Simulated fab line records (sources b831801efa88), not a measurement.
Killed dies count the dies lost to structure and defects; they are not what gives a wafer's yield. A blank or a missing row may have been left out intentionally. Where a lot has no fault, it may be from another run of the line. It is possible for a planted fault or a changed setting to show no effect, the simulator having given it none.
fab line records	flow sky130
record lots=6	wafers=16	last-day=50
route steps=708 shown VIA3@587 METAL4@598 PAD_OPEN@708
lots that met no fault: taken from a fault-free run of the same line
start-h: hours from the record's first day to the start of the lot's first wafer shown	wait-h: time in hours since the lot's previous step	" repeats the value in the row above	L1.1+2: several wafers, shown together as one row	- no value present, or no start provided	* or withheld: withheld	< > ~ a bound
route shown NAME@n: names a module that has steps shown in the file, with the first one's number in the route	usual: average and standard deviation across the fault-free wafers	same: alike in all rows	chamber/n: place in a boat	sites: the reading at each site	_std_site: how widely they spread, as a standard deviation	_edge_site: inner sites' mean taken away from outer sites' mean	radius-mm: for every site, how far away it sits from the centre of the wafer	mask NAME#n: copy n	behind: tool/chamber where the wafer was last shaped	hold: the reason the lot was held/the length of the hold in hours/how it ended	device: names the non-switching transistor (n, p or np)	end of line: tests of these same wafers at the route's end	a step without rows: its recipe alone	killed: not the wafer's yield, but the dies lost to structure and defects at the first sort	map: dies across one wafer; x = killed, . = not, _ = none there
set.NAME: the setting that was run; set.NAME@STEP: the one run at that earlier step	model.NAME: the simulator's own value behind a step, which no gauge read
lots at some steps of the route; a table a step, a row a wafer
services: the hour from which a tool's chamber was out of use, counted from the record's first day as start-h (under 0 if before that day), plus the number of hours and why
## steps
# step SKY_VIA3_ETCH_14
# recipe chemistry=N2/H2	target=BARC	ion-energy-ev=200	source-w=500	bias-w=100	pressure-mtorr=30	n2-flow-sccm=100	h2-flow-sccm=200	stop-on=SiO2	time-s=45.9	target-depth-a=600
# usual chamber-pressure-mTorr=30.001/0.027	drypump-motor-current-A=5.7/0.39	oes-product-au=0.854/0.0049	throttle-valve-pct=13.225/0.009
lot.wafer	tool	chamber	start-h	wait-h	chamber-pressure-mTorr	drypump-motor-current-A	oes-product-au	rf-hours-counter-h	throttle-valve-pct
L526.1	rie-diel-03	0	995.10	0.0	30.027	5.9	0.857	16	13.221
L526.2	"	1	"	"	30.007	6.1	0.849	23	13.219
L526.4	"	2	"	"	29.987	5.6	0.858	16	13.221
L529.2	rie-diel-01	3	1019.81	0.0	29.951	5.4	0.863	7	13.215
L529.4	"	2	"	"	30.023	5.3	0.856	27	13.230
L529.6	"	1	"	"	29.987	6.2	0.855	-	13.225
L535.2	rie-diel-01	1	1049.50	0.0	29.976	6.2	0.862	12	13.221
L535.4	"	0	"	"	29.979	5.5	0.861	15	13.219
L536.4	rie-diel-02	0	1053.60	0.0	30.009	5.2	0.850	28	13.215
L536.6	"	0	"	"	29.993	5.2	0.853	-	13.220
L539.1	rie-diel-03	3	1076.05	0.0	29.982	6.5	0.857	7	13.223
L539.3	"	1	"	"	30.013	6.1	0.845	25	13.235
L539.6	"	2	"	"	29.976	5.6	0.850	-	13.213
L540.4	rie-diel-01	0	1076.75	0.0	29.985	5.6	0.852	15	13.218
L540.5	"	0	"	"	30.003	5.5	0.845	-	13.219
L540.6	"	1	"	"	30.025	6.2	0.858	-	13.225
# step SKY_VIA3_ETCH_15
# recipe target=SiO2	chemistry=C4F8/O2/Ar	target-depth-nm=507	stop-on=TiN	mask-material=KrF-thick	source-w=1500	bias-w=1200	pressure-mtorr=40	c4f8-flow-sccm=withheld	O2_flow_sccm=6	Ar_flow_sccm=300	time-s=78
# usual chamber-pressure-mTorr=40.00/0.033	oes-product-au=0.945/0.0048
lot.wafer	tool	chamber	start-h	wait-h	chamber-pressure-mTorr	oes-product-au
L526.1	rie-diel-03	0	995.14	0.0	40.01	0.944
L526.2	"	1	"	"	39.98	0.951
L526.4	"	2	"	"	40.00	0.938
L529.2	rie-diel-01	3	1019.86	0.0	39.95	0.940
L529.4	"	2	"	"	39.94	0.945
L529.6	"	1	"	"	39.96	0.947
L535.2	rie-diel-01	1	1049.55	0.0	40.04	0.952
L535.4	"	0	"	"	39.99	0.924
L536.4	rie-diel-02	0	1053.65	0.0	40.02	0.951
L536.6	"	0	"	"	40.00	0.943
L539.1	rie-diel-03	3	1076.10	0.0	40.01	0.948
L539.3	"	1	"	"	40.02	0.941
L539.6	"	2	"	"	40.05	0.957
L540.4	rie-diel-01	0	1076.80	0.0	40.00	0.941
L540.5	"	0	"	"	40.09	0.945
L540.6	"	1	"	"	39.97	0.946
# step SKY_VIA3_STRIP_16
# recipe chemistry=O2/N2	power-w=1400	pressure-mtorr=1500	platen-temp-c=withheld	o2-flow-sccm=3000	n2-flow-sccm=300	overash-fraction=0.5
# usual chamber-pressure-mTorr=1500.0/1.2	drypump-motor-current-A=5.8/0.44	oes-product-au=0.402/0.0049	strip-time-to-endpoint-s=4.14/0.033
lot.wafer	tool	chamber	start-h	wait-h	chamber-pressure-mTorr	drypump-motor-current-A	oes-product-au	rf-hours-counter-h	strip-time-to-endpoint-s
L526.1	plasma-asher-02	0	995.20	0.0	1502.4	6.3	0.404	25	4.19
L526.2	"	1	"	"	1499.8	6.4	0.410	25	4.10
L526.4	"	0	"	"	1501.4	6.3	0.395	-	4.12
L529.2	plasma-asher-02	0	1019.92	0.0	1501.0	6.3	0.404	27	4.09
L529.4	"	1	"	"	1500.8	6.5	0.400	-	4.16
L529.6	"	0	"	"	1497.2	6.3	0.405	-	4.14
L535.2	plasma-asher-03	1	1049.61	0.0	1500.5	5.7	0.405	62	4.13
L535.4	"	0	"	"	1500.0	5.3	0.405	-	4.15
L536.4	plasma-asher-02	0	1053.74	0.1	1499.8	6.3	0.408	-	4.15
L536.6	"	0	"	"	1500.8	6.2	0.408	-	4.15
L539.1	plasma-asher-01	1	1076.16	0.0	1500.3	5.4	0.408	98	4.13
L539.3	"	0	"	"	1498.7	5.5	0.389	-	4.09
L539.6	"	1	"	"	1499.7	5.4	0.396	-	4.11
L540.4	plasma-asher-01	0	1076.89	0.1	1500.8	5.5	0.407	-	4.14
L540.5	"	0	"	"	1500.2	5.5	0.400	-	4.17
L540.6	"	1	"	"	1500.2	5.4	0.405	-	4.14
# step SKY_VIA3_STRIP_17
# recipe chemistry=post-etch-residue-remover	time-s=1200	temp-c=72.5
# step SKY_VIA3_CLEAN_18
# recipe chemistry=IPA	time-s=180	temp-c=25
# step SKY_VIA3_CLEAN_19
# recipe chemistry=O3/DIW	dry=n2-spin
# step SKY_VIA3_SPUTTER_20
# recipe material=TiN	target-thk-nm=20	chamber-pressure-pa=5	power-w=4000	time-s=80
# step SKY_VIA3_CVD_21
# recipe material=W	target-thk-nm=390	time-s=117.31	temp-c=400	pressure-torr=40
# usual heater-power-w=855/49
lot.wafer	tool	chamber	start-h	wait-h	heater-power-w
L526.1	cvd-w-02	1	996.07	0.0	868
L526.2	"	0	"	"	880
L526.4	"	0	"	"	867
L529.2	cvd-w-01	0	1020.57	0.0	794
L529.4	"	1	"	"	894
L529.6	"	1	"	"	896
L535.2	cvd-w-02	0	1050.28	0.0	884
L535.4	"	0	"	"	882
L536.4	cvd-w-02	1	1054.40	0.1	867
L536.6	"	1	"	"	857
L539.1	cvd-w-01	1	1076.81	0.0	887
L539.3	"	0	"	"	762
L539.6	"	0	"	"	783
L540.4	cvd-w-01	1	1077.56	0.0	878
L540.5	"	0	"	"	763
L540.6	"	1	"	"	877
# step SKY_VIA3_RS_MEAS_22
# recipe thk-meas-gauge=four-point-probe	reads=W_of_VIA3_CVD_21+TiN_of_VIA3_SPUTTER_20
# usual VIA3_W_RS=0.293/0.0041
lot.wafer	tool	chamber	start-h	wait-h	VIA3_W_RS[ohm/sq]
L526.1	film-metro-04	-	996.19	0.1	0.290
L526.2	"	-	"	"	0.290
L526.4	"	-	"	"	0.290
L529.2	film-metro-02	-	1020.71	0.1	0.289
L529.4	"	-	"	"	0.298
L529.6	"	-	"	"	0.297
L535.2	film-metro-04	-	1050.43	0.1	0.294
L535.4	"	-	"	"	0.295
L536.4	film-metro-02	-	1054.54	0.1	0.289
L536.6	"	-	"	"	0.291
L539.1	film-metro-04	-	1076.94	0.1	0.303
L539.3	"	-	"	"	0.297
L539.6	"	-	"	"	0.294
L540.4	film-metro-02	-	1077.70	0.1	0.301
L540.5	"	-	"	"	0.294
L540.6	"	-	"	"	0.304
# step SKY_VIA3_THK_MEAS_23
# recipe thk-meas-gauge=xrf	reads=W_of_VIA3_CVD_21
# usual VIA3_W_THK=386/5.6
lot.wafer	tool	chamber	start-h	wait-h	VIA3_W_THK[nm]
L526.1	film-metro-04	-	996.31	0.1	390
L526.2	"	-	"	"	391
L526.4	"	-	"	"	390
L529.2	film-metro-02	-	1020.82	0.1	387
L529.4	"	-	"	"	376
L529.6	"	-	"	"	380
L535.2	film-metro-04	-	1050.54	0.1	383
L535.4	"	-	"	"	384
L536.4	film-metro-02	-	1054.63	0.1	388
L536.6	"	-	"	"	382
L539.1	film-metro-04	-	1077.06	0.1	379
L539.3	"	-	"	"	380
L539.6	"	-	"	"	387
L540.4	film-metro-02	-	1077.79	0.1	377
L540.5	"	-	"	"	383
L540.6	"	-	"	"	371
# step SKY_VIA3_CMP_24
# recipe stop-on=SiO2	t-overpolish-s=20	down-force-psi=3.5	platen-rpm=60	target-thk-nm=0	pad-velocity-m-s=0.94248
# step SKY_METAL4_SPUTTER_00
# recipe material=Ti	target-thk-nm=15	power-w=3000	time-s=10	chamber-pressure-pa=0.4
# step SKY_METAL4_SPUTTER_01
# recipe material=TiN	target-thk-nm=20	power-w=6500	time-s=16.7	chamber-pressure-pa=0.4
# usual cathode-dc-power-W=6500.0/1.2	throttle-valve-pct=29.6/0.89
lot.wafer	tool	chamber	start-h	wait-h	cathode-dc-power-W	throttle-valve-pct	model.TiN_of_METAL4_SPUTTER_01.thk-nm
L526.1	pvd-sputter-04	-	997.09	0.0	6500.7	28.7	19.75
L526.2	"	-	"	"	6499.0	29.8	19.95
L526.4	"	-	"	"	6500.2	30.9	20.17
L529.2	pvd-sputter-04	-	1021.19	0.0	6499.8	29.0	20.05
L529.4	"	-	"	"	6499.0	30.2	20.37
L529.6	"	-	"	"	6500.6	28.6	20.27
L535.2	pvd-sputter-04	-	1050.91	0.0	6500.0	29.8	19.86
L535.4	"	-	"	"	6500.7	28.6	21.59
L536.4	pvd-sputter-04	-	1054.98	0.0	6500.6	28.6	21.62
L536.6	"	-	"	"	6500.7	29.7	20.23
L539.1	pvd-sputter-02	-	1077.54	0.0	6497.3	29.7	20.52
L539.3	"	-	"	"	6500.9	30.8	19.77
L539.6	"	-	"	"	6500.3	29.7	20.08
L540.4	pvd-sputter-03	-	1078.40	0.0	6498.5	28.9	19.56
L540.5	"	-	"	"	6499.1	29.5	20.64
L540.6	"	-	"	"	6501.4	27.9	20.37
# step SKY_METAL4_SPUTTER_02
# recipe material=AlCu	target-thk-nm=735	power-w=10600	time-s=39.1	chamber-pressure-pa=0.4
# usual cathode-dc-power-W=10600/2	throttle-valve-pct=29.6/0.9
lot.wafer	tool	chamber	start-h	wait-h	cathode-dc-power-W	throttle-valve-pct
L526.1	pvd-sputter-04	-	997.12	0.0	10599	28.8
L526.2	"	-	"	"	10599	29.9
L526.4	"	-	"	"	10595	30.8
L529.2	pvd-sputter-04	-	1021.22	0.0	10601	28.8
L529.4	"	-	"	"	10599	30.4
L529.6	"	-	"	"	10601	28.6
L535.2	pvd-sputter-04	-	1050.93	0.0	10600	29.7
L535.4	"	-	"	"	10599	28.8
L536.4	pvd-sputter-04	-	1055.01	0.0	10600	28.7
L536.6	"	-	"	"	10601	29.8
L539.1	pvd-sputter-02	-	1077.57	0.0	10597	29.7
L539.3	"	-	"	"	10600	30.9
L539.6	"	-	"	"	10603	30.2
L540.4	pvd-sputter-03	-	1078.42	0.0	10599	28.5
L540.5	"	-	"	"	10602	29.6
L540.6	"	-	"	"	10600	28.0
# step SKY_PAD_OPEN_PROBE_99
# usual defect-limited-yield=82.3/2.1	killed_at_M0_to_M3=45/6.9	killed_at_M4_up=3.1/1.7	killed-at-contacts=24/5.7	killed-at-front-end=15/4.6	killed-at-other=0.3/0.57	killed-dies=87/10	killed-open=48/7.4	killed-short=39/6.7	sort_bin_3_pad_short=0.9/0.41	sort_bin_5_function=10.4/1.5	sort_bin_6_memory=6.4/1.1	sort-n-pass=405/10	sort-yield-pct=82.3/2.1
# same gross-dies=492	killed-at-back-side=0	sort_bin_4_leakage[%]=0	sort_bin_8_speed[%]=0
lot.wafer	tool	chamber	start-h	wait-h	defect-limited-yield[%]	killed_at_M0_to_M3	killed_at_M4_up	killed-at-contacts	killed-at-front-end	killed-at-other	killed-dies	killed-open	killed-short	sort_bin_3_pad_short[%]	sort_bin_5_function[%]	sort_bin_6_memory[%]	sort-n-pass	sort-yield-pct[%]
L526.1	prober-01	-	1134.07	0.1	80.7	44	5	25	21	0	95	52	43	1.6	12.4	5.3	397	80.7
L526.2	prober-01	-	1134.12	0.1	80.1	42	5	32	18	1	98	61	37	1.4	10.0	8.5	394	80.1
L526.4	prober-01	-	1134.22	0.2	81.1	43	3	30	17	0	93	55	38	1.2	9.6	8.1	399	81.1
L540.4	prober-01	-	1197.72	0.2	84.8	36	3	26	10	0	75	35	40	0.6	7.7	6.9	417	84.8
L540.5	prober-01	-	1197.77	0.2	83.5	43	4	28	6	0	81	45	36	0.4	10.4	5.7	411	83.5
L540.6	prober-01	-	1197.82	0.2	79.7	54	5	19	22	0	100	58	42	1.4	13.6	5.3	392	79.7
# killed by level:class
L526.1 VIA1:geometric-particle:open=13 CONTACT:geometric-particle:open=9 LI_CONTACT:geometric-particle:open=8 FIELD_ISO:geometric-particle:open=7 VIA2:geometric-particle:short=6 METAL2:geometric-particle:short=5 FIELD_ISO:geometric-particle:short=5 CONTACT:geometric-particle:short=5
L526.2 VIA1:geometric-particle:open=17 CONTACT:geometric-particle:open=12 FIELD_ISO:geometric-particle:open=7 VIA2:geometric-particle:open=7 LOCAL_INTERCONNECT:geometric-particle:short=6 CONTACT:geometric-particle:short=6 LI_CONTACT:geometric-particle:open=5 VIA1:geometric-particle:short=4
L526.4 VIA1:geometric-particle:open=17 CONTACT:geometric-particle:open=10 LI_CONTACT:geometric-particle:open=9 VIA1:geometric-particle:short=7 VIA3:geometric-particle:open=6 POLY_GATE:geometric-particle:short=5 FIELD_ISO:geometric-particle:short=4 LOCAL_INTERCONNECT:geometric-particle:short=4
L540.4 CONTACT:geometric-particle:open=8 LI_CONTACT:geometric-particle:open=6 CONTACT:geometric-particle:short=6 VIA1:geometric-particle:short=6 VIA2:geometric-particle:open=6 FIELD_ISO:geometric-particle:short=5 METAL2:geometric-particle:short=5 LI_CONTACT:geometric-particle:short=4
L540.5 VIA3:geometric-particle:open=10 VIA1:geometric-particle:open=9 CONTACT:geometric-particle:open=8 METAL2:geometric-particle:short=7 LI_CONTACT:geometric-particle:open=6 CONTACT:geometric-particle:short=6 LI_CONTACT:geometric-particle:short=5 FIELD_ISO:geometric-particle:open=4
L540.6 VIA1:geometric-particle:open=11 VIA3:geometric-particle:open=10 POLY_GATE:geometric-particle:open=9 METAL2:geometric-particle:short=8 VIA2:geometric-particle:open=7 CONTACT:geometric-particle:open=6 VIA2:geometric-particle:short=6 LOCAL_INTERCONNECT:geometric-particle:short=5
## services
tool	chamber	start-h	hours	kind
plasma-asher-01	-	973.34	0.6	repair
rie-diel-01	1	980.60	5.8	repair
rie-diel-02	0	981.71	9.3	repair
rie-diel-01	-	988.84	5.2	repair
cvd-w-01	-	989.20	6.9	pm
pvd-sputter-02	-	994.42	3.8	repair
plasma-asher-02	-	1001.97	5.1	repair
pvd-sputter-02	-	1002.90	4.4	repair
cvd-w-01	-	1003.70	2.7	repair
cvd-w-02	1	1016.39	2.8	repair
pvd-sputter-02	-	1019.95	2.1	repair
cvd-w-01	-	1026.30	0.6	repair
pvd-sputter-03	-	1026.80	2.7	repair
rie-diel-03	-	1028.48	14.6	pm
cvd-w-01	1	1033.40	7.3	repair
cvd-w-02	1	1040.42	5.9	repair
rie-diel-02	0	1062.78	2.4	repair
rie-diel-02	-	1069.28	2.8	pm
plasma-asher-01	-	1069.34	1.6	repair
plasma-asher-02	-	1072.80	1.4	repair
rie-diel-02	2	1074.61	9.4	repair
## key
first-sign none at tools or gauges
model-effect step=SKY_METAL4_SPUTTER_01	value=TiN_of_METAL4_SPUTTER_01.thk-nm	without=19.8	struck=21.6
met-at SKY_METAL4_SPUTTER_01
struck-wafers L535.4,L536.4
onset-between 1021.19 1050.91
fault kind=process-parameter-drift	tool=pvd-sputter-04	chamber=-	onset-h=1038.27	steps=SKY_METAL4_SPUTTER_01	channel=time-s	offset=*	shape=step	end-h=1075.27	scope=struck-wafers-only	acts-in=*	stated=*
